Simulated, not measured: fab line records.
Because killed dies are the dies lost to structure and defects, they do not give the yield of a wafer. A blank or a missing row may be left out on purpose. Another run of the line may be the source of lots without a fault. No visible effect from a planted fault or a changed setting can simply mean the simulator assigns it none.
A struck lot beside a sound one	flow sky130	16 steps out of a route of 708
Sound: these wafers, L335.3, L335.5, L335.6. Struck: wafer L338.5 (L338.1, L338.3, from the same lot, were not struck and are left out); the cause is given at the end.
At each step with rows: each side's tool, then ch and its chambers, then its first start. Under that, the readings that differ: sound wafers	struck wafers	difference of the means	sigmas: that difference in standard deviations of wafers without a fault.
alike: readings with means less than 2 such deviations apart, plus words and numbers identical on both sides. not compared: withheld readings, readings lacking a value on some wafer, bounds such as >300 that could conceal the same value, and numbers that have no deviation in the record and whose values overlap.
Wherever a step has rows on one side only, a row that says differs or no value, or a row with sigmas, the two part there. When numbers do not overlap yet have no deviation, they are printed without sigmas and do not part them. A reading missing from all wafers of one side parts the sides only when that side holds two or more wafers.

first, 8 steps without rows for these wafers: SKY_POLY_GATE_DEHYDRATE_05 (time 60 s); SKY_POLY_GATE_HMDS_06 (prime time 60 s); SKY_POLY_GATE_COAT_07 (resist thk 110 nm); SKY_POLY_GATE_COAT_08 (resist thk 450 nm); SKY_POLY_GATE_SOFTBAKE_09 (time 90 s); SKY_POLY_GATE_EXPOSE_10 (exposes mask P1M, target cd 150 nm); SKY_POLY_GATE_PEB_11; SKY_POLY_GATE_DEVELOP_12 (develop time 60 s).
SKY_POLY_GATE_CD_MEAS_13: target cd 150 nm.
  sound on cdSem-01 at day 18 23:47; struck on cdSem-01 at day 19 02:05
  alike: cdNm
SKY_POLY_GATE_OVL_MEAS_14:
  sound on overlay-01 at day 18 23:53; struck on overlay-01 at day 19 02:13
  alike: POLY_GATE_OVL
SKY_POLY_GATE_ETCH_15: etches BARC in N2/H2, stops on SiO2, time 118.5 s, target depth 110 nm.
  sound on rieDiel-01 ch 0,1, day 18 23:54; struck on rieDiel-04 ch 1, day 19 02:15
  alike: biasW, drypumpMotorCurrentA, n2FlowSccm, oesProductAu, runLengthS, throttleValvePct
  not compared: rfHoursCounterH
SKY_POLY_GATE_ETCH_16: etches Si3N4 in CH3F/O2, stops on poly-Si, time 147.5 s, target depth 75 nm.
  sound on rieDiel-01 ch 0,1, day 18 23:59; struck on rieDiel-04 ch 1, day 19 02:20
  alike: biasW, drypumpMotorCurrentA, oesProductAu, runLengthS, throttleValvePct
  not compared: rfHoursCounterH
SKY_POLY_GATE_ETCH_17: etches poly-Si in HBr/Cl2, stops on SiO2, target depth 180 nm, time 70.5 s.
  sound on rieSi-02 ch 2,3, day 19 00:05; struck on rieSi-01 ch 2, day 19 02:26
reading	sound	struck	difference	sigmas
drypumpMotorCurrentA (A)	6.3 6.3 5.9	5.5	-0.7	-2
oesProductAu (a.u.)	0.998 0.998 0.990	0.861	-0.134	-15
runLengthS (s)	98.9 99.2 97.9	115.9	+17.2	+34
model.KrF-thick_of_POLY_GATE_COAT_08.thkNm (nm)	132.3 136.6 133.1	113.8	-20.2	
model.SiO2_of_SONOS_ONO_CVD_04.thkNm (nm)	4.093 4.045 4.039	3.549	-0.510	
  alike: HBr_flow_sccm, biasW, throttleValvePct
  not compared: rfHoursCounterH
SKY_POLY_GATE_STRIP_18: strips in O2/N2.
  sound on plasmaAsher-02 ch 0,1, day 19 00:10; struck on plasmaAsher-02 ch 1, day 19 02:29
reading	sound	struck	difference	sigmas
stripTimeToEndpointS (s)	3.08 3.13 3.10	2.89	-0.21	-4
  alike: drypumpMotorCurrentA, n2FlowSccm, oesProductAu
  not compared: rfHoursCounterH
then, 1 step without rows for these wafers: SKY_POLY_GATE_CLEAN_19 (cleans in SC1/SC2, time 150 s).
-- the record jumps here: 29 days lie between the struck wafers' starts before and after (it left off in module POLY_GATE and takes up again in module PAD_OPEN, whose first step shown is number 708 of the route) --
SKY_PAD_OPEN_PROBE_99:
  sound on prober-01 at day 48 08:42; struck on prober-01 at day 48 11:48
reading	sound	struck	difference	sigmas
killedDies	78 81 86	106	+24	+3
killedOpen	43 38 47	66	+23	+3
model.etest.tipSonos.rsOhmSq	2701 2691 2647	2564	-116	
model.etest.tipN.rsOhmSq	436.7 439 440.3	429.3	-9.4	
  alike: killed_at_M0_to_M3, killed_at_M4_up, killedAtContacts, killedAtFrontEnd, killedAtOther, killedShort

== WHERE THEY PART ==
First at SKY_POLY_GATE_ETCH_17; last, within this record, at SKY_PAD_OPEN_PROBE_99.

WHY: what the simulator had put in
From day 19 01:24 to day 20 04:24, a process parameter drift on rieSi-01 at SKY_POLY_GATE_ETCH_17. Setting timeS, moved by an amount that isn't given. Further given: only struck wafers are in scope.
